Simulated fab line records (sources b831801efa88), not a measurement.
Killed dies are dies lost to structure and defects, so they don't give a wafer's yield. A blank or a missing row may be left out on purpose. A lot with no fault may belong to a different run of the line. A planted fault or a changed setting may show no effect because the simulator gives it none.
Lot-split experiment ; flow gf180mcu ; on a route of 602 steps: 5 lots, 23 wafers read

ABOUT THE SPLIT
At GF_HV_LDD_IMPLANT_09, the setting energy kev was moved away from the recipe's 40 on 4 of the 23 wafers read, by -4.1% to +7.8%. This setting was run at the recipe's value on the other wafers.

THE PATH FROM SPLIT TO READING: the file shows 1 step between them
- GF_HV_LDD_STRIP_10: strips in O2/N2

THE READING
HV_LDD_TW, at GF_HV_LDD_TW_MEAS_11. On this fab line, fault-free wafers typically give 2419 with a standard deviation of 9.4.

wafer;tool, chamber at the split;energy kev as run;against the recipe;HV_LDD_TW;against lot-mates on the recipe
L076.1;implanter-04, 0;40;recipe;2417;-
L076.2;implanter-04, 0;40;recipe;2428;-
L076.3;implanter-04, 0;40;recipe;2415;-
L076.4;implanter-04, 0;40;recipe;2426;-
L076.5;implanter-04, 0;40;recipe;2417;-
L078.2;implanter-01, 0;43.1;+7.8%;2483;+51
L078.3;implanter-01, 0;40;recipe;2433;-
L078.4;implanter-01, 0;43.1;+7.8%;2493;+61
L078.5;implanter-01, 0;40;recipe;2431;-
L078.6;implanter-01, 0;40;recipe;2431;-
L079.1;implanter-02, 0;40;recipe;2421;-
L079.4;implanter-02, 0;40;recipe;2409;-
L079.5;implanter-02, 0;40;recipe;2423;-
L082.1;implanter-02, 0;40;recipe;2432;-
L082.2;implanter-02, 0;40;recipe;2432;-
L082.3;implanter-02, 0;40;recipe;2442;-
L082.5;implanter-02, 0;40;recipe;2425;-
L082.6;implanter-02, 0;40;recipe;2422;-
L084.1;implanter-01, 0;40;recipe;2438;-
L084.2;implanter-01, 0;38.37;-4.1%;2382;-47
L084.4;implanter-01, 0;40;recipe;2421;-
L084.5;implanter-01, 0;38.37;-4.1%;2402;-27
L084.6;implanter-01, 0;40;recipe;2428;-

THE FIT
A straight line over all 23 wafers: HV_LDD_TW changes by +8.09 for each +1% of energy kev; r = +0.93; the points scatter about the line by 8.4.
The same after taking each lot's own level away (the mean of its wafers on the recipe; 23 wafers): +7.7 for each +1%; r = +0.95; scatter 6.8.
That fit puts the effect of the largest move of energy kev on the reading at 60.
Measured against the standard deviation above, the lots' own levels, which go from 2417.7 to 2431.7, span 1.5 times it.
The two slopes are in agreement: the lot-to-lot level therefore moves the slope only a little.
Check: for one of the wafers moved furthest among these (+7.8%), held out of the fit, the line's prediction against its lot-mates is +64.1. It came out at +51.3 against them.

THE WHOLE CHAIN: every reading that the file lists as answering this split, in the file's order
step;what it does;reading;change (the file's fit);r (the file's)
GF_HV_LDD_IMPLANT_09;;implant.rp nm (the simulator's own value, which no gauge read);+0.22 nm for each +1% of the setting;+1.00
GF_HV_LDD_IMPLANT_09;;implant.drp nm (the simulator's own value, which no gauge read);+0.0879 nm for each +1% of the setting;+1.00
GF_HV_LDD_TW_MEAS_11;;HV_LDD_TW;+7.64 for each +1% of the setting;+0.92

THE FILE'S OWN FIT
HV_LDD_TW changes by +7.64 for each +1% of energy kev, r = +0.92.
